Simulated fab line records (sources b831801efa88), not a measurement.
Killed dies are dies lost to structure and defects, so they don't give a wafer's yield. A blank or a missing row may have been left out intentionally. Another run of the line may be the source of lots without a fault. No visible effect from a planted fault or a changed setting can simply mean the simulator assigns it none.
Lot-split experiment -- flow gf180mcu -- 5 lots, 23 wafers read, on a route of 602 steps

ABOUT THE SPLIT
At GF_MVPSD_IMPLANT_09, the setting dose-cm2 was moved away from the recipe's 5e+12 on 9 of the 23 wafers read, by -6.8% to +4.4%. This setting was run at the recipe's value on the other wafers.

FROM THE SPLIT TO THE READING: what the file shows between them, 14 steps
- GF_VT_IMPLANT_COAT_02: resist thk 1000 nm (also split here: spin-rpm)
- GF_VT_IMPLANT_SOFTBAKE_03: time 60 s
- GF_VT_IMPLANT_EXPOSE_04: exposes mask LVPWELL LV AREA, target cd 600 nm
- GF_VT_IMPLANT_IMPLANT_08
- GF_VT_IMPLANT_STRIP_09: strips in O2/N2
- GF_VT_IMPLANT_COAT_24: resist thk 1000 nm (also split here: resist-thk-nm)
- GF_VT_IMPLANT_IMPLANT_30 (also split here: tilt-deg)
- GF_VT_IMPLANT_STRIP_31: strips in O2/N2
- GF_VT_IMPLANT_COAT_35: resist thk 1000 nm (also split here: resist-thk-nm)
- GF_VT_IMPLANT_SOFTBAKE_36: time 60 s
- GF_VT_IMPLANT_EXPOSE_37: exposes mask Nwell HV AREA, target cd 860 nm
- GF_VT_IMPLANT_IMPLANT_41
- GF_VT_IMPLANT_STRIP_42: strips in O2/N2
- GF_VT_IMPLANT_CLEAN_44: cleans in SC1/SC2, time 150 s

THE READING
MVPSD_RS, in ohm/sq, at GF_VT_IMPLANT_RS_MEAS_49 (measures by four-point-probe). A value of 1169.4 ohm/sq with a standard deviation of 2.6 ohm/sq is what fault-free wafers of this fab line usually give.

wafer,"tool, chamber at the split",dose-cm2 as run,against the recipe,"MVPSD_RS, ohm/sq",against lot-mates on the recipe
L074.1,"implanter-03, 0",5e+12,recipe,1171.2,-
L074.2,"implanter-03, 0",5e+12,recipe,1171.8,-
L074.3,"implanter-03, 0",4.688e+12,-6.2%,1184.8,+13.3
L074.4,"implanter-03, 0",4.688e+12,-6.2%,1185.0,+13.5
L074.6,"implanter-03, 0",4.688e+12,-6.2%,1185.5,+14.0
L075.1,"implanter-03, 0",5e+12,recipe,1167.5,-
L075.2,"implanter-03, 0",4.659e+12,-6.8%,1186.3,+17.6
L075.3,"implanter-03, 0",5e+12,recipe,1169.8,-
L075.5,"implanter-03, 0",4.659e+12,-6.8%,1181.3,+12.6
L075.6,"implanter-03, 0",4.659e+12,-6.8%,1183.5,+14.8
L077.1,"implanter-01, 0",5e+12,recipe,1164.5,-
L077.2,"implanter-01, 0",5.22e+12,+4.4%,1159.3,-6.8
L077.4,"implanter-01, 0",5.22e+12,+4.4%,1158.7,-7.4
L077.5,"implanter-01, 0",5.22e+12,+4.4%,1154.5,-11.6
L077.6,"implanter-01, 0",5e+12,recipe,1167.7,-
L080.1,"implanter-02, 0",5e+12,recipe,1169.9,-
L080.3,"implanter-02, 0",5e+12,recipe,1169.2,-
L080.5,"implanter-02, 0",5e+12,recipe,1173.9,-
L081.1,"implanter-03, 0",5e+12,recipe,1167.5,-
L081.2,"implanter-03, 0",5e+12,recipe,1166.8,-
L081.3,"implanter-03, 0",5e+12,recipe,1166.5,-
L081.4,"implanter-03, 0",5e+12,recipe,1168.5,-
L081.6,"implanter-03, 0",5e+12,recipe,1167.7,-

THE FIT
A straight line over all 23 wafers: MVPSD_RS changes by -2.43 ohm/sq for each +1% of dose-cm2; r = -0.97; the points scatter about the line by 2.3 ohm/sq.
The same after taking each lot's own level away (the mean of its wafers on the recipe; 23 wafers): -2.13 ohm/sq for each +1%; r = -0.98; scatter 1.6 ohm/sq.
Per that fit: largest dose-cm2 move, reading shift of 15 ohm/sq.
Across the lots, their own levels run from 1166.10 to 1171.50 ohm/sq, a range of 2.1 times the standard deviation given above.
Thus the slope moves with the lot-to-lot level: the two fits are different.
Check: with one of the wafers moved furthest among these (-6.8%) left out of the fit, the line predicts +14.2 ohm/sq for it against its lot-mates. Against them it came out at +17.6 ohm/sq.

THESE WAFERS: OTHER SPLITS
Other splits were also applied to these wafers ahead of the reading. Each is held against what the fit with the lots' levels taken away leaves over:
other split on the same wafers,wafers away from the commonest value,r with MVPSD_RS (lot level and that fit taken away)
GF_LVPWELL_STRIP_10 pressure-mtorr,18,-0.06
GF_MVSD_STRIP_10 o2-flow-sccm,9,-0.04
GF_VT_IMPLANT_COAT_02 spin-rpm,11,+0.10
GF_VT_IMPLANT_COAT_24 resist-thk-nm,10,-0.18
GF_VT_IMPLANT_IMPLANT_30 tilt-deg,6,-0.06
GF_VT_IMPLANT_COAT_35 resist-thk-nm,9,+0.08

THE FILE'S OWN FIT
MVPSD_RS changes by -2.16 ohm/sq for each +1% of dose-cm2, r = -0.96.
